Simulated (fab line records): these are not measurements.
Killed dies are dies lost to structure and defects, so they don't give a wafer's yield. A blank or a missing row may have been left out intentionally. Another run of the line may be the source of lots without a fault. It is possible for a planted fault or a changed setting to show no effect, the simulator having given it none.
Problem report, 8D (eight disciplines) form, completed by code | flow gf180mcu | the parts of the form that need people (team, actions taken, sign-off) are left out

== 1. THE ISSUE ==
At GF_MIM_STRIP_20, strip time to endpoint s averages 10.11 s over 5 wafers from 2 lots, while fault-free wafers read 11.21 s, standard deviation 0.039. That puts it -28 standard deviations away from the usual mean.
The step: strips in O2/N2.
The first sign was on wafer L165.2 at day 28 22:23, on plasma asher-02. The record has a number at this step for 36 wafers belonging to 12 lots. The rule behind "out" and "out of limits": a value lying over 4 standard deviations away from the usual mean. The other wafers with a number count as sound.

== 2. WHAT IT IS; WHAT IT IS NOT ==
question                    | is                                       | is not
which readings at this step | strip time to endpoint s, oes product au | drypump motor current A, heater power w
which lots                  | L165, L169                               | L154, L156, L157, L160, L170, L172, L173, L174, L176, L177
which wafers of those lots  | L165.2, L165.3, L165.6, L169.4, L169.6   | L169.3
read on which tools         | plasma asher-01, plasma asher-02         | plasma asher-03
when                        | from day 28 22:23                        | up to then (12 sound wafers); but 19 sound wafers of L169, L170, L172, L173, L174, L176, L177 came after

== 3. WHAT RULES OUT EACH SUSPECT ==
Counting: if a tool at a process step up to the reading ran every lot that is out, it stays a suspect. Sound lots after the first of them don't rule it out here, since some wafers of a struck lot are sound.
- rie metal-03 at GF_MIM_METAL_ETCH_19 (etches the open film in Cl2/BCl3, stops on Si3N4, target depth 324.5 nm, time 54.1 s): kept. It ran every lot that is out, first L165 (day 28 22:19); its last sound lot up to then is L160 (day 27 16:23).
- At GF_MIM_METAL_ETCH_19 on rie metal-03, chamber 0 took the sound wafers of the same lots and chamber 1 took the wafers that are out.
The count leaves rie metal-03 at GF_MIM_METAL_ETCH_19.

== 4. THE CAUSE (what the simulator had put in) ==
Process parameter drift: rie metal-03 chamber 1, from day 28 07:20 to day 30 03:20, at GF_MIM_METAL_ETCH_19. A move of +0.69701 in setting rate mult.
The count eliminated every tool but this one.

== 5. THE CHAIN OF EFFECTS, in route order ==
Rows list readings where the struck wafers' mean (over those with a number) sits beyond 3 standard deviations from the usual. Readings are gone through only where the record gives a usual standard deviation; hours: the median, over the lots, of the time from a lot's start at the first step in this table giving one to that lot's start at this step; sigmas: the change measured in usual standard deviations.
hours | step            | reading                  | usual      | on struck wafers | change | sigmas
0     | GF_MIM_STRIP_20 | oes product au           | 0.692 a.u. | 0.646            | -0.046 | -9.4
0     | GF_MIM_STRIP_20 | strip time to endpoint s | 11.21 s    | 10.11            | -1.10  | -28
Its process steps:
- GF_MIM_STRIP_20: strips in O2/N2.

== 6. WHAT WOULD HAVE CAUGHT IT SOONER ==
The fault began at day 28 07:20; the first out-of-limits reading in this record came at day 28 22:23, 15 hours later.
Tool readings at GF_MIM_METAL_ETCH_19 with a usual standard deviation given in the record: none out on any struck wafer, hence no alarm at a limit of 4 standard deviations on them.
Lots out: 2; of these, L169 started GF_MIM_METAL_ETCH_19 on rie metal-03 after day 28 22:23. It would have been spared by a hold on the tool at that moment.
